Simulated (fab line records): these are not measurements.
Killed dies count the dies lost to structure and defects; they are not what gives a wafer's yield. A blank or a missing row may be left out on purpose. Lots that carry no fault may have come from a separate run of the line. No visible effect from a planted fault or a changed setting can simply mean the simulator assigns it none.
2 desks, one fault | flow gf180mcu | each desk holds nothing but its own numbers, with what lay behind them at the end

DESK OF THE TOOL OWNER: implanter-04
GF_HV_LDD_IMPLANT_21, tool's own readings: per-lot mean of the sampled wafers with a number, covering each lot this tool ran. The brackets show how far a lot's mean lies from the usual mean; more than 4 standard deviations puts the lot out of limits, marked OUT.
Columns: A = doseIonsCm2 at GF_HV_LDD_IMPLANT_21, usual 5.001e+13; B = faradayCurrentUA at GF_HV_LDD_IMPLANT_21, usual 282
lot  | first seen here | A         | B
L567 | day 13 07:25    | 5.005e+13 | 282
L574 | day 15 16:50    | 5.001e+13 | 287
L576 | day 16 06:32    | 5.008e+13 | 283
This desk's verdict: no lot among the 3 shows anything out of limits.

FROM THE METROLOGY DESK
Means of the sampled wafers that have a number, per lot and without regard to the tool the lot ran on: this is what the gauges read. The brackets show how far a lot's mean lies from the usual mean; more than 4 standard deviations puts the lot out of limits, marked OUT. It has 10 readings; the 7 that lie furthest out on some lot are the ones shown.
Columns: A = cdNm at GF_HV_LDD_CD_MEAS_19, usual 399.2 nm; B = HV_LDD_01_OVL at GF_HV_LDD_OVL_MEAS_20, usual 0.4 nm; C = HV_LDD_2_TW at GF_HV_LDD_TW_MEAS_23, usual 1054; D = HV_LDD_02_OVL at GF_HV_LDD_OVL_MEAS_32, usual -0.7 nm; E = HV_LDD_3_TW at GF_HV_LDD_TW_MEAS_38, usual 1446; F = cdNm at GF_HV_LDD_CD_MEAS_46, usual 399.4 nm; G = HV_LDD_03_OVL at GF_HV_LDD_OVL_MEAS_47, usual 0.3 nm
lot  | first seen here | A     | B    | C    | D    | E    | F     | G
L559 | day 10 06:28    | 402.3 | -0.7 | 1068 | 0.2  | 1444 | 397.4 | 2.2
L562 | day 10 23:41    | 397.1 | -0.1 | 1038 | -0.4 | 1416 | 397.9 | 0.1
L563 | day 11 09:26    | 398.9 | 0.3  | 1060 | 1.2  | 1455 | 401.6 | 0.1
L567 | day 12 12:07    | 403.1 | 1.2  | 1073 | 1.1  | 1454 | 396.6 | 0.4
L574 | day 14 19:08    | 396.4 | 2.7  | 1069 | -1.6 | 1458 | 400.4 | 2.6
L576 | day 15 08:53    | 399.0 | -1.8 | 1043 | -0.1 | 1449 | 399.0 | 1.1
This desk's verdict: no lot among the 6 shows anything out of limits.

TAKEN TOGETHER
Nothing out of limits was seen by the tool owner's desk.
The metrology desk saw nothing out of limits.

WHAT THE SIMULATOR PUT IN
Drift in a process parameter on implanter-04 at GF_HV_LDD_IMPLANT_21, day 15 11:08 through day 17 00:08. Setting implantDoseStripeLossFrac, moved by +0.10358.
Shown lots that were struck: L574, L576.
